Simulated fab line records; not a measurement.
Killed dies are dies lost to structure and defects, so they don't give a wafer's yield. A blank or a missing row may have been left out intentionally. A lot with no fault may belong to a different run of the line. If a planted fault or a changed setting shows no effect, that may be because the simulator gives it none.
What tool caused it? | flow sky130 | Sampling: 14 lots, 42 wafers, 3 of 708 route steps

== WHAT EACH GAUGE READ, for each wafer ==
SKY_PWDE_OVL_MEAS_07. Usual: PWDE_OVL typically reads -0.4 nm, with standard deviation 1.9.
lot  | measured    | on         | PWDE_OVL (nm)  | flag
L207 | day 3 19:26 | overlay-01 | 0.4 0.5 -0.6   |
L208 | day 3 23:56 | overlay-02 | -2.0 -0.7 -0.4 |
L209 | day 4 05:32 | overlay-02 | -2.9 -2.5 -3.0 |
L210 | day 4 11:18 | overlay-02 | 0.6 1.8 2.2    |
L217 | day 6 07:06 | overlay-02 | 3.7 1.0 2.7    |
L218 | day 6 14:35 | overlay-02 | -0.8 -0.7 -0.1 |
L219 | day 6 20:11 | overlay-01 | -3.0 -1.8 -2.2 |
L220 | day 6 21:11 | overlay-02 | -0.2 0.3 -1.9  |
L222 | day 7 07:36 | overlay-02 | 1.9 0.2 -0.4   |
L223 | day 7 13:56 | overlay-01 | 1.8 1.7 2.0    |
L224 | day 7 18:29 | overlay-01 | 0.1 0.7 -0.8   |
L225 | day 8 01:32 | overlay-02 | 0.5 1.3 -0.5   |
L229 | day 8 22:20 | overlay-02 | 1.6 -0.6 -1.9  |
L230 | day 9 07:11 | overlay-02 | -0.8 0.7 -1.9  |

== EACH LOT AND THE TOOL THAT RAN IT (in order: tool; ch and the chambers of the sampled wafers; start) ==
lot  | SKY_FIELD_ISO_ETCH_14             | SKY_FIELD_ISO_CMP_27
L207 | rie diel-03 ch 0,1, day 2 06:01   | cmp-02 ch 1,2,3, day 2 09:28
L208 | rie diel-01 ch 0,1,3, day 2 09:43 | cmp-02 ch 0,2,3, day 2 14:17
L209 | rie diel-02 ch 1,3, day 2 15:24   | cmp-02 ch 0,1,3, day 2 19:55
L210 | rie diel-02 ch 1,2, day 2 20:25   | cmp-01 ch 0,1, day 3 01:13
L217 | rie diel-03 ch 0,1,2, day 4 08:51 | cmp-01 ch 0,2,3, day 4 16:40
L218 | rie diel-03 ch 0,2,3, day 4 15:49 | cmp-01 ch 0,3, day 4 22:32
L219 | rie diel-03 ch 0,1,3, day 4 19:39 | cmp-02 ch 0,1,2, day 5 04:14
L220 | rie diel-03 ch 0,1, day 5 02:48   | cmp-02 ch 0,2,3, day 5 06:22
L222 | rie diel-03 ch 0,1,2, day 5 10:24 | cmp-01 ch 1,2, day 5 15:41
L223 | rie diel-01 ch 0,1, day 5 17:07   | cmp-02 ch 0,1,3, day 5 22:41
L224 | rie diel-02 ch 0,1,3, day 5 20:54 | cmp-01 ch 1,2,3, day 6 02:30
L225 | rie diel-03 ch 0,3, day 6 02:10   | cmp-01 ch 0,3, day 6 08:45
L229 | rie diel-03 ch 0,2, day 7 00:21   | cmp-01 ch 0,3, day 7 04:13
L230 | rie diel-03 ch 0,1,2, day 7 07:01 | cmp-01 ch 1,2,3, day 7 10:25
- SKY_FIELD_ISO_ETCH_14: etches BARC in N2/H2, stops on SiO2, time 45.9 s, target depth 60 nm.
- SKY_FIELD_ISO_CMP_27: polishes, stops on Si3N4, t overpolish 16 s, target thk 457.8 nm.

== WHAT THE TOOLS THEMSELVES READ (means of the sampled wafers that have a number; where no wafer has one, the mark that the record gives instead) ==
SKY_FIELD_ISO_ETCH_14. Usual: drypump motor current A 5.5 A, standard deviation 0.37; h2 flow sccm 200.0 sccm, standard deviation 0.61; oes product au 0.855 a.u., standard deviation 0.0047; throttle valve pct 13.224 %, standard deviation 0.0092.
lot  | tool        | drypump motor current A (A) | h2 flow sccm (sccm) | oes product au (a.u.) | throttle valve pct (%) | flag
L207 | rie diel-03 | 5.2                         | 200.2               | 0.857                 | 13.215                 |
L208 | rie diel-01 | 5.4                         | 199.9               | 0.855                 | 13.227                 |
L209 | rie diel-02 | 5.8                         | 200.0               | 0.853                 | 13.221                 |
L210 | rie diel-02 | 5.7                         | 200.2               | 0.859                 | 13.226                 |
L217 | rie diel-03 | 5.4                         | 200.0               | 0.858                 | 13.214                 |
L218 | rie diel-03 | 5.4                         | 200.7               | 0.847                 | 13.226                 |
L219 | rie diel-03 | 5.2                         | 200.1               | 0.857                 | 13.225                 |
L220 | rie diel-03 | 5.3                         | 200.2               | 0.854                 | 13.224                 |
L222 | rie diel-03 | 5.4                         | 199.6               | 0.860                 | 13.222                 |
L223 | rie diel-01 | 5.3                         | 200.4               | 0.859                 | 13.222                 |
L224 | rie diel-02 | 5.8                         | 200.1               | 0.858                 | 13.216                 |
L225 | rie diel-03 | 5.2                         | 200.0               | 0.859                 | 13.224                 |
L229 | rie diel-03 | 5.7                         | 200.9               | 0.851                 | 13.230                 |
L230 | rie diel-03 | 5.4                         | 200.1               | 0.857                 | 13.224                 |

SKY_FIELD_ISO_CMP_27. Usual: motor current A 11.9 A, standard deviation 1.1; overpolish run s 15.999 s, standard deviation 0.0098; platen rpm 60.00 rpm, standard deviation 0.042; time to endpoint s 109 s, standard deviation 4.5.
lot  | tool   | motor current A (A) | overpolish run s (s) | platen rpm (rpm) | time to endpoint s (s) | flag
L207 | cmp-02 | 11.5                | 16.009               | 59.95            | 111                    |
L208 | cmp-02 | 12.0                | 15.993               | 59.98            | 107                    |
L209 | cmp-02 | 11.0                | 15.999               | 60.01            | 108                    |
L210 | cmp-01 | 11.2                | 15.997               | 59.98            | 113                    |
L217 | cmp-01 | 12.6                | 16.000               | 59.97            | 111                    |
L218 | cmp-01 | 12.6                | 16.000               | 60.00            | 109                    |
L219 | cmp-02 | 11.1                | 16.005               | 59.97            | 105                    |
L220 | cmp-02 | 12.2                | 16.004               | 60.03            | 105                    |
L222 | cmp-01 | 12.1                | 15.994               | 60.03            | 110                    |
L223 | cmp-02 | 11.0                | 15.996               | 59.98            | 114                    |
L224 | cmp-01 | 12.2                | 15.988               | 60.03            | 111                    |
L225 | cmp-01 | 12.5                | 16.002               | 60.04            | 111                    |
L229 | cmp-01 | 12.5                | 15.994               | 60.03            | 108                    |
L230 | cmp-01 | 12.0                | 15.998               | 60.02            | 104                    |

== THE ANSWER, worked out from the rows above alone ==
Rule: a lot counts as off when the mean over its wafers that have a number is more than 3 standard deviations away from the usual mean. A lot without any number at a reading at which 4 lots or more have one is off too. The other lots that the step has rows for count as sound. After the gauges, taken in route order, come the tools' own readings; for these a lot's mean is taken, as printed above. The first step at which some lot is off is used, and at that step the reading that is off furthest; a lot without a number counts as furthest.
None of the lots is off at any reading shown; this tells nothing.

== WHAT THE SIMULATOR PUT IN ==
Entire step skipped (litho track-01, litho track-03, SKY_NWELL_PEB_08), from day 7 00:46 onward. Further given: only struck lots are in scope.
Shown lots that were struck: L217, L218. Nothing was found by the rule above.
